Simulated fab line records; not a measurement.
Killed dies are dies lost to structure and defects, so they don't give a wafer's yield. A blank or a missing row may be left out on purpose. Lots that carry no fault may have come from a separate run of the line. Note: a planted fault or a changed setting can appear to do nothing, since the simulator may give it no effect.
Which of the tools did it?	flow sky130	36 wafers from 12 lots sampled at 3 of the route's 708 steps

== WHAT EACH GAUGE READ, for each wafer ==
SKY_FIELD_ISO_THK_MEAS_02.
lot	measured	on	FIELD_ISO_OXIDATION_00_THK (nm)
L983	day 1 17:03	film-metro-04	12.00 11.81 11.93
L984	day 1 22:40	film-metro-04	11.83 11.92 11.83
L986	day 2 08:01	film-metro-04	11.56 11.83 11.73
L988	day 2 19:52	film-metro-03	12.50 12.05 12.32
L990	day 3 04:01	film-metro-03	12.07 12.17 12.00
L991	day 3 09:57	film-metro-03	11.86 11.83 11.88
L993	day 3 19:56	film-metro-02	12.04 11.91 11.94
L994	day 3 23:59	film-metro-04	11.95 11.92 11.88
L995	day 4 04:38	film-metro-04	12.04 12.03 11.97
L101	day 5 13:16	film-metro-03	11.93 11.90 11.87
L104	day 6 02:55	film-metro-02	11.89 11.85 12.08
L105	day 6 07:57	film-metro-04	11.95 12.02 11.90

SKY_SONOS_TUNNEL_CD_MEAS_07 targets a cd of 410 nm.
lot	measured	on	cd-nm (nm)
L983	day 11 15:58	cd-sem-02	412.0 413.0 413.5
L984	day 11 22:25	cd-sem-01	409.4 409.0 409.3
L986	day 12 09:58	cd-sem-02	405.0 406.9 404.1
L988	day 13 08:29	cd-sem-02	408.8 410.6 410.9
L990	day 13 17:13	cd-sem-02	407.7 409.6 410.2
L991	day 14 03:16	cd-sem-02	402.0 403.1 402.0
L993	day 14 20:36	cd-sem-02	409.1 408.5 408.1
L994	day 14 23:50	cd-sem-01	411.3 407.8 408.0
L995	day 15 09:28	cd-sem-01	411.8 411.0 411.7
L101	day 17 12:37	cd-sem-02	410.5 409.8 411.1
L104	day 18 08:43	cd-sem-02	410.5 409.4 413.9
L105	day 18 21:10	cd-sem-02	414.3 411.5 412.8

SKY_SONOS_ONO_OVL_MEAS_14.
lot	measured	on	SONOS_ONO_OVL (nm)
L983	day 12 22:08	overlay-02	0.0 -0.1 0.8
L984	day 13 07:25	overlay-02	-1.6 -1.7 -1.7
L986	day 13 18:17	overlay-01	-0.9 -0.7 -2.4
L988	day 15 03:19	overlay-02	0.5 1.6 -1.8
L990	day 15 05:04	overlay-01	2.6 0.2 0.1
L991	day 15 12:59	overlay-01	1.2 0.5 2.5
L993	day 16 04:13	overlay-01	0.7 -1.2 1.6
L994	day 16 08:13	overlay-01	0.1 -1.4 0.5
L995	day 16 19:07	overlay-01	0.2 1.3 -1.0
L101	day 19 00:01	overlay-02	-0.5 -0.3 -1.4
L104	day 20 00:40	overlay-01	-1.6 -0.6 1.0
L105	day 20 10:37	overlay-02	-1.2 0.4 -1.5

== EACH LOT AND THE TOOL THAT RAN IT (in order: tool; ch and the chambers of the sampled wafers; start) ==
The record holds no process step before these readings.

== AS READ BY THE TOOLS THEMSELVES (means over the sampled wafers that have a number; for cases with no such wafer, the mark the record gives instead) ==
The record holds no such reading with a usual standard deviation.

== THE ANSWER, worked out from the rows above alone ==
Rule: what is usual is taken from the lots themselves. Put in order of their means at a reading, lots are off if they are a third of the lots or fewer, leave a main group of 4 or more, and stand apart from it by a gap of 3 or more times the standard deviation of the main group's means; of several such gaps the widest counts. Not used: any main group whose means are identical at the precision the tables above print for the reading. A lot without any number at a reading at which 4 lots or more have one is off too. Where the step has rows for the other lots, those lots are counted as sound. First the gauges in route order, then the tools' own readings, where a lot's mean is used as printed above. At the first step where some lot is off, the reading lying furthest off is the one used; lots without a number count as furthest.
Nothing can be told from this: no lot is off at any reading shown.

== WHAT WAS PUT IN BY THE SIMULATOR ==
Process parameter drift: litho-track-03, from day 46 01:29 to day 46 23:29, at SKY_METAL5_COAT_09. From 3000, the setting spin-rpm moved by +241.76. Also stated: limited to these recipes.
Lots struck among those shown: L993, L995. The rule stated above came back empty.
